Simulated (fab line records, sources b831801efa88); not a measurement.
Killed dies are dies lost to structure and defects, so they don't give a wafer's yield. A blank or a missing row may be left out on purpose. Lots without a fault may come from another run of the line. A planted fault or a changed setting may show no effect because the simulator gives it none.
Which tool did it? | flow gf180mcu | 13 lots, 39 wafers sampled, at 6 steps of a route of 602

WHAT THE GAUGES READ, wafer by wafer
GF_STI_BOW_MEAS_00. Usual: INCOMING_BOW 0 um, standard deviation 6.8.
lot  | measured    | on            | INCOMING_BOW (um) | flag
L926 | day 1 15:00 | film_metro-03 | 11 -13 7          |
L928 | day 2 01:01 | film_metro-03 | -2 -11 0          |
L930 | day 2 11:00 | film_metro-03 | 1 -1 -6           |
L931 | day 2 16:00 | film_metro-03 | -2 -2 10          |
L932 | day 2 21:02 | film_metro-02 | -4 -9 2           |
L933 | day 3 02:01 | film_metro-03 | -6 -8 9           |
L934 | day 3 07:00 | film_metro-02 | -3 -14 2          |
L935 | day 3 12:04 | film_metro-02 | 3 -5 2            |
L936 | day 3 17:00 | film_metro-04 | 4 4 -3            |
L942 | day 4 23:00 | film_metro-04 | -4 3 1            |
L943 | day 5 04:01 | film_metro-03 | -2 -5 -2          |
L944 | day 5 09:02 | film_metro-04 | 0 6 0             |
L948 | day 6 05:01 | film_metro-03 | 16 9 0            |

GF_STI_THK_MEAS_04. Usual: STI_CVD_03_THK 207.0 nm, standard deviation 1.8.
lot  | measured    | on            | STI_CVD_03_THK (nm) | flag
L926 | day 1 19:00 | film_metro-04 | 208.4 207.5 207.8   |
L928 | day 2 04:34 | film_metro-04 | 204.7 206.0 203.7   |
L930 | day 2 19:05 | film_metro-03 | 207.5 206.8 206.1   |
L931 | day 3 00:27 | film_metro-03 | 209.3 206.7 208.2   |
L932 | day 3 04:53 | film_metro-03 | 207.7 206.6 207.1   |
L933 | day 3 07:16 | film_metro-03 | 206.4 206.7 204.6   |
L934 | day 3 10:34 | film_metro-02 | 206.5 206.8 206.0   |
L935 | day 3 16:06 | film_metro-02 | 204.0 203.6 204.7   |
L936 | day 3 21:38 | film_metro-04 | 208.0 208.2 205.1   |
L942 | day 5 08:14 | film_metro-04 | 208.8 209.2 208.0   |
L943 | day 5 14:45 | film_metro-03 | 207.3 207.9 206.1   |
L944 | day 5 16:37 | film_metro-04 | 137.3 137.9 137.9   | OFF
L948 | day 6 08:34 | film_metro-03 | 208.9 208.6 209.5   |

GF_STI_THK_MEAS_24. Usual: STI_CVD_23_THK 649 nm, standard deviation 11.
lot  | measured    | on            | STI_CVD_23_THK (nm) | flag
L926 | day 2 11:29 | film_metro-02 | 626 661 637         |
L928 | day 2 19:46 | film_metro-04 | 634 649 647         |
L930 | day 3 08:41 | film_metro-04 | 650 656 646         |
L931 | day 3 14:33 | film_metro-02 | 632 651 630         |
L932 | day 3 20:52 | film_metro-03 | 657 651 654         |
L933 | day 3 23:33 | film_metro-03 | 635 639 645         |
L934 | day 4 03:19 | film_metro-02 | 670 641 661         |
L935 | day 4 07:33 | film_metro-03 | 634 647 633         |
L936 | day 4 12:22 | film_metro-02 | 647 649 643         |
L942 | day 5 23:13 | film_metro-03 | 664 662 649         |
L943 | day 6 06:29 | film_metro-02 | 664 642 649         |
L944 | day 6 09:41 | film_metro-04 | 654 631 651         |
L948 | day 7 01:00 | film_metro-02 | 634 635 657         |

GF_VT_IMPLANT_OVL_MEAS_29. Usual: VT_IMPLANT_02_OVL 0.0 nm, standard deviation 1.2.
lot  | measured     | on         | VT_IMPLANT_02_OVL (nm) | flag
L926 | day 7 12:35  | overlay-02 | 0.5 -0.6 2.2           |
L928 | day 7 20:20  | overlay-01 | 2.4 0.5 2.3            |
L930 | day 8 06:51  | overlay-01 | 0.9 0.4 -0.8           |
L931 | day 8 14:14  | overlay-02 | -1.5 1.8 0.4           |
L932 | day 8 22:26  | overlay-01 | -2.0 -2.3 0.4          |
L933 | day 9 09:00  | overlay-02 | 1.3 0.9 2.8            |
L934 | day 9 10:18  | overlay-01 | -1.6 0.7 -1.6          |
L935 | day 9 15:08  | overlay-02 | -0.4 -0.1 0.3          |
L936 | day 9 21:07  | overlay-02 | -1.0 1.0 0.5           |
L942 | day 11 18:52 | overlay-02 | 0.0 0.2 0.1            |
L943 | day 12 03:20 | overlay-02 | 0.6 0.2 -1.0           |
L944 | day 12 07:54 | overlay-01 | -0.3 -1.8 -0.3         |
L948 | day 13 01:39 | overlay-02 | -1.7 -2.0 1.3          |

WHICH TOOL RAN EACH LOT (tool, then ch and the chambers of the sampled wafers, then the start)
lot  | GF_STI_CVD_03              | GF_STI_ETCH_13
L926 | lpcvd-01 ch 0, day 1 17:01 | rie_diel-01 ch 0,1,3, day 2 07:13
L928 | lpcvd-02 ch 1, day 2 02:34 | rie_diel-04 ch 0,2, day 2 16:08
L930 | lpcvd-01 ch 0, day 2 17:07 | rie_diel-01 ch 0,2, day 3 06:41
L931 | lpcvd-01 ch 1, day 2 22:28 | rie_diel-01 ch 1,2,3, day 3 11:52
L932 | lpcvd-02 ch 1, day 3 02:53 | rie_diel-04 ch 2,3, day 3 17:15
L933 | lpcvd-01 ch 0, day 3 04:17 | rie_diel-04 ch 1,2,3, day 3 20:05
L934 | lpcvd-01 ch 0, day 3 08:34 | rie_diel-01 ch 1,2,3, day 3 23:22
L935 | lpcvd-02 ch 0, day 3 14:05 | rie_diel-01 ch 0,2,3, day 4 04:20
L936 | lpcvd-01 ch 1, day 3 19:39 | rie_diel-01 ch 2,3, day 4 10:29
L942 | lpcvd-02 ch 0, day 5 05:15 | rie_diel-04 ch 1,2, day 5 21:11
L943 | lpcvd-02 ch 0, day 5 11:46 | rie_diel-04 ch 0,1,3, day 6 04:35
L944 | lpcvd-01 ch 1, day 5 14:37 | rie_diel-01 ch 0,1,3, day 6 06:53
L948 | lpcvd-02 ch 1, day 6 06:34 | rie_diel-02 ch 0,3, day 6 23:06
- GF_STI_CVD_03: deposits Si3N4 from DCS/NH3, target thk 207.16 nm, time 3551 s.
- GF_STI_ETCH_13: etches the open film in CHF3/O2, stops on Si, target depth 282.31 nm, time 112.9 s.

WHAT THE TOOLS THEMSELVES READ (means of the sampled wafers that have a number; where no wafer has one, the mark that the record gives instead)
GF_STI_ETCH_13. Usual: chamber_pressure_mTorr 40.00 mTorr, standard deviation 0.035; drypump_motor_current_A 5.6 A, standard deviation 0.54; oes_product_au 0.831 a.u., standard deviation 0.006; throttle_valve_pct 8.810 %, standard deviation 0.0084.
lot  | tool        | chamber_pressure_mTorr (mTorr) | drypump_motor_current_A (A) | oes_product_au (a.u.) | throttle_valve_pct (%) | flag
L926 | rie_diel-01 | 40.02                          | 5.1                         | 0.833                 | 8.811                  |
L928 | rie_diel-04 | 40.02                          | 5.9                         | 0.835                 | 8.805                  |
L930 | rie_diel-01 | 40.00                          | 5.4                         | 0.828                 | 8.807                  |
L931 | rie_diel-01 | 40.00                          | 5.3                         | 0.837                 | 8.810                  |
L932 | rie_diel-04 | 40.02                          | 5.8                         | 0.834                 | 8.809                  |
L933 | rie_diel-04 | 40.00                          | 6.0                         | 0.827                 | 8.807                  |
L934 | rie_diel-01 | 39.99                          | 5.3                         | 0.833                 | 8.804                  |
L935 | rie_diel-01 | 40.02                          | 5.5                         | 0.822                 | 8.812                  |
L936 | rie_diel-01 | 40.01                          | 5.5                         | 0.832                 | 8.808                  |
L942 | rie_diel-04 | 39.96                          | 6.4                         | 0.831                 | 8.801                  |
L943 | rie_diel-04 | 40.01                          | 5.7                         | 0.836                 | 8.820                  |
L944 | rie_diel-01 | 40.04                          | 5.0                         | 0.676                 | 8.765                  | OFF
L948 | rie_diel-02 | 40.03                          | 5.9                         | 0.833                 | 8.813                  |

THE ANSWER, worked out from the rows above alone
Rule: a lot is off if the mean of its wafers that have a number lies more than 3 standard deviations from the usual mean. A lot without any number at a reading at which 4 lots or more have one is off too. The other lots that the step has rows for count as sound. The gauges are gone through in route order, then the tools' own readings, and for those a lot's mean is taken as printed above. The first step at which some lot is off is used, and at that step the reading that is off furthest; a lot without a number counts as furthest.
Off: L944, at GF_STI_THK_MEAS_04 (STI_CVD_03_THK).
A tool fits if, at a process step before that reading, it ran every lot that is off, and no sound lot after the first of them. The gauges at GF_STI_THK_MEAS_04 aren't tried: what is off there is off at GF_STI_ETCH_13 too, on other tools, and a gauge's error can't cause that. One fits: lpcvd-01 at GF_STI_CVD_03. Its last sound lot is L936 (day 3 19:39), its first lot that is off L944 (day 5 14:37): a fault that began between those two fits.

WHAT THE SIMULATOR HAD PUT IN
Process parameter drift: lpcvd-01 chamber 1, from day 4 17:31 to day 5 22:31, at GF_STI_CVD_03. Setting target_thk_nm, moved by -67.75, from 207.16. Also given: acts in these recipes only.
Lots struck among those shown: L944. The rule above found the same.
